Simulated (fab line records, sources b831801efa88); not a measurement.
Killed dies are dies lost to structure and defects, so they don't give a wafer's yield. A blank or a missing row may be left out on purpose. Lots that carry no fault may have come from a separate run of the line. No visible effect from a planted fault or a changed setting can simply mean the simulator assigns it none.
Which tool did it? -- flow sky130 -- 10 lots, 29 wafers sampled, at 6 steps of a route of 708

WHAT EACH GAUGE READ, for each wafer
SKY_METAL2_RS_MEAS_05: uses a four-point probe to measure. Usual: METAL2_ALCU_RS typically reads 0.1272 ohm/sq, with standard deviation 0.0011.
lot,measured,on,METAL2_ALCU_RS (ohm/sq),flag
L171,day 34 07:21,film metro-03,0.1279 0.1274 0.1278,
L175,day 35 12:47,film metro-01,0.1262 0.1275 0.1279,
L176,day 35 16:11,film metro-03,0.1270 0.1261 0.1275,
L177,day 36 13:14,film metro-01,0.1264 0.1275 0.1276,
L178,day 36 13:32,film metro-02,0.1278 0.1277 0.1257,
L184,day 38 09:29,film metro-03,0.1275 0.1265 0.1262,
L185,day 38 15:02,film metro-01,0.2259 0.1268,OFF
L188,day 39 13:44,film metro-03,0.1262 0.2235 0.1265,OFF
L191,day 40 03:22,film metro-03,0.1289 0.1292 0.1289,
L193,day 40 16:57,film metro-01,0.1287 0.1271 0.1276,

SKY_METAL2_THK_MEAS_06: measures by xrf. Usual: METAL2_ALCU_THK typically reads 250.9 nm, with standard deviation 2.2.
lot,measured,on,METAL2_ALCU_THK (nm),flag
L171,day 34 07:28,film metro-03,254.3 253.2 250.2,
L175,day 35 12:55,film metro-01,255.9 251.4 249.7,
L176,day 35 16:17,film metro-03,251.1 251.7 250.2,
L177,day 36 13:22,film metro-01,253.6 251.4 251.5,
L178,day 36 13:40,film metro-02,248.3 247.8 254.2,
L184,day 38 09:35,film metro-03,249.8 254.5 252.2,
L185,day 38 15:10,film metro-01,145.7 253.0,OFF
L188,day 39 13:51,film metro-03,252.5 148.8 251.0,OFF
L191,day 40 03:29,film metro-03,247.4 249.3 248.1,
L193,day 40 17:04,film metro-01,249.5 253.7 250.9,

TOOL THAT RAN EACH LOT (tool first, then ch and the chambers of the sampled wafers, then the start)
lot,SKY_LOCAL_INTERCONNECT_SPUTTER_00,SKY_CONTACT_CVD_00,SKY_VIA1_SPUTTER_20,SKY_METAL2_SPUTTER_02
L171,"pvd sputter-04, day 29 10:54","pecvd-01 ch 1,2, day 30 16:00","pvd sputter-02, day 34 06:34","pvd sputter-01, day 34 07:14"
L175,"pvd sputter-04, day 30 17:43","pecvd-03 ch 0,1, day 31 22:16","pvd sputter-03, day 35 12:01","pvd sputter-04, day 35 12:42"
L176,"pvd sputter-02, day 30 23:41","pecvd-02 ch 1,2, day 32 04:11","pvd sputter-01, day 35 15:22","pvd sputter-04, day 35 16:03"
L177,"pvd sputter-02, day 31 19:17","pecvd-02 ch 0,1,2, day 32 22:53","pvd sputter-03, day 36 11:04","pvd sputter-01, day 36 13:09"
L178,"pvd sputter-02, day 31 21:24","pecvd-01 ch 0,2, day 33 01:00","pvd sputter-02, day 36 11:46","pvd sputter-04, day 36 13:27"
L184,"pvd sputter-01, day 33 18:54","pecvd-02 ch 0,1,2, day 34 21:38","pvd sputter-03, day 38 08:39","pvd sputter-04, day 38 09:20"
L185,"pvd sputter-04, day 33 23:19","pecvd-03 ch 0,1, day 35 02:47","pvd sputter-01, day 38 14:16","pvd sputter-04, day 38 14:56"
L188,"pvd sputter-02, day 35 01:56","pecvd-01 ch 0,1,2, day 36 05:18","pvd sputter-03, day 39 12:57","pvd sputter-04, day 39 13:38"
L191,"pvd sputter-04, day 35 14:16","pecvd-03 ch 0,1,2, day 36 17:32","pvd sputter-02, day 40 02:34","pvd sputter-01, day 40 03:16"
L193,"pvd sputter-04, day 36 06:07","pecvd-02 ch 0,1, day 37 09:23","pvd sputter-03, day 40 16:10","pvd sputter-01, day 40 16:51"
- SKY_LOCAL_INTERCONNECT_SPUTTER_00: material TiN, target thk 100 nm, time 83.3 s.
- SKY_CONTACT_CVD_00: deposits Si3N4, target thk 75 nm.
- SKY_VIA1_SPUTTER_20: material TiN, target thk 20 nm, time 80 s.
- SKY_METAL2_SPUTTER_02: material AlCu, target thk 250 nm, time 13.3 s.

AS READ BY THE TOOLS THEMSELVES (means over the sampled wafers that have a number; for cases with no such wafer, the mark the record gives instead)
SKY_LOCAL_INTERCONNECT_SPUTTER_00. Usual: throttle valve pct at 30.1 %, with a standard deviation of 1.2.
lot,tool,throttle valve pct (%),flag
L171,pvd sputter-04,29.1,
L175,pvd sputter-04,29.7,
L176,pvd sputter-02,30.4,
L177,pvd sputter-02,30.1,
L178,pvd sputter-02,30.7,
L184,pvd sputter-01,30.1,
L185,pvd sputter-04,31.5,
L188,pvd sputter-02,30.8,
L191,pvd sputter-04,30.1,
L193,pvd sputter-04,30.1,

SKY_CONTACT_CVD_00. Usual: heater power w 722 W, standard deviation 95; rf fwd power W 443.9 W, standard deviation 2.
lot,tool,heater power w (W),rf fwd power W (W),flag
L171,pecvd-01,741,444.0,
L175,pecvd-03,649,442.8,
L176,pecvd-02,760,444.3,
L177,pecvd-02,759,444.2,
L178,pecvd-01,664,445.5,
L184,pecvd-02,738,444.2,
L185,pecvd-03,730,442.6,
L188,pecvd-01,684,444.4,
L191,pecvd-03,703,443.3,
L193,pecvd-02,670,443.5,

SKY_VIA1_SPUTTER_20. Usual: throttle valve pct at 29.8 %, with a standard deviation of 0.75.
lot,tool,throttle valve pct (%),flag
L171,pvd sputter-02,30.5,
L175,pvd sputter-03,30.2,
L176,pvd sputter-01,29.6,
L177,pvd sputter-03,29.7,
L178,pvd sputter-02,30.5,
L184,pvd sputter-03,28.9,
L185,pvd sputter-01,30.0,
L188,pvd sputter-03,30.2,
L191,pvd sputter-02,31.0,
L193,pvd sputter-03,29.6,

SKY_METAL2_SPUTTER_02. Usual: throttle valve pct at 29.9 %, with a standard deviation of 1.1.
lot,tool,throttle valve pct (%),flag
L171,pvd sputter-01,29.3,
L175,pvd sputter-04,31.0,
L176,pvd sputter-04,28.9,
L177,pvd sputter-01,29.2,
L178,pvd sputter-04,29.9,
L184,pvd sputter-04,29.2,
L185,pvd sputter-04,28.6,
L188,pvd sputter-04,28.5,
L191,pvd sputter-01,29.7,
L193,pvd sputter-01,29.5,

THE ANSWER, worked out from the rows above alone
Rule: a lot is off if the mean of its wafers that have a number lies more than 3 standard deviations from the usual mean. Also off: a lot with no number at a reading for which 4 or more lots have one. Any other lot the step has rows for is counted as sound. First the gauges in route order, then the tools' own readings, where a lot's mean is used as printed above. The first step at which some lot is off is used, and at that step the reading that is off furthest; a lot without a number counts as furthest.
Off: L185, L188, seen at SKY_METAL2_RS_MEAS_05 (METAL2_ALCU_RS).
If a tool, at a process step before that reading, ran all the lots that are off and no sound lot after the first of them, it fits. Gauges at SKY_METAL2_RS_MEAS_05: tried the same way as those tools. One fits: SKY_METAL2_SPUTTER_02 on pvd sputter-04. A fault onset in the window from L184 (day 38 09:20, its last sound lot) to L185 (day 38 14:56, its first lot off) fits.

WHAT WAS PUT IN BY THE SIMULATOR
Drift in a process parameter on pvd sputter-04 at SKY_METAL2_SPUTTER_02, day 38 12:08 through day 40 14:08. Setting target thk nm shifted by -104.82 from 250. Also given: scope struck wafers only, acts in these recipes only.
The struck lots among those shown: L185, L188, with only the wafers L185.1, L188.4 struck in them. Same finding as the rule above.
